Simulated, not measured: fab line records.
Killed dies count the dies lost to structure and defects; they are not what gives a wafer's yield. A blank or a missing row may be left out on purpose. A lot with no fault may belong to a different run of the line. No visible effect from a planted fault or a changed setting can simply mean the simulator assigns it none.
Chamber matching    flow sky130    cmp-01 running SKY_VIA2_CMP_02: 4 sister chambers
The step polishes SiO2. 8 wafers are shown with their chamber, then 7 later ones without.

WAFERS PAIRED WITH THEIR CHAMBERS
wafer   chamber  motor_current_A (A)
L989.2  0        10.6
L989.5  1        13.1
L992.2  0        10.9
L992.4  1        13.7
L994.5  3        10.8
L994.6  2        10.9
L993.3  2        11.2
L993.5  3        10.8

WAFERS MISSING THEIR CHAMBER
wafer   motor_current_A (A)
L993.6  11.2
L995.1  13.7
L995.2  11.1
L995.5  11.2
L996.2  11.3
L996.3  11.0
L996.5  13.6

WHICH CHAMBER EACH WENT THROUGH
wafer   from the rows above           in truth
L993.6  can't be placed: 2 or 3 or 0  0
L995.1  1                             1
L995.2  can't be placed: 2 or 3 or 0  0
L995.5  can't be placed: 2 or 3 or 0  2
L996.2  can't be placed: 2 or 3 or 0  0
L996.3  can't be placed: 2 or 3 or 0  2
L996.5  1                             1
Placed correctly: 2 of 7. Unplaceable from these rows: 5, with the true chamber sitting among the candidates in 5. Number placed wrongly: 0.
How it was worked out, from the rows above alone: a wafer's distance from a chamber is the root of the sum, over the readings, of the square of ((its reading less the chamber's mean) divided by the reading's scatter). If the next closest chamber is less than 2 further off than the closest, the wafer can't be placed; otherwise it belongs to the closest. A chamber's mean is the mean of its shown wafers. The scatter: take each reading less its chamber's mean, square it, sum over the shown wafers, divide by the number of wafers less the number of chambers, and take the root.
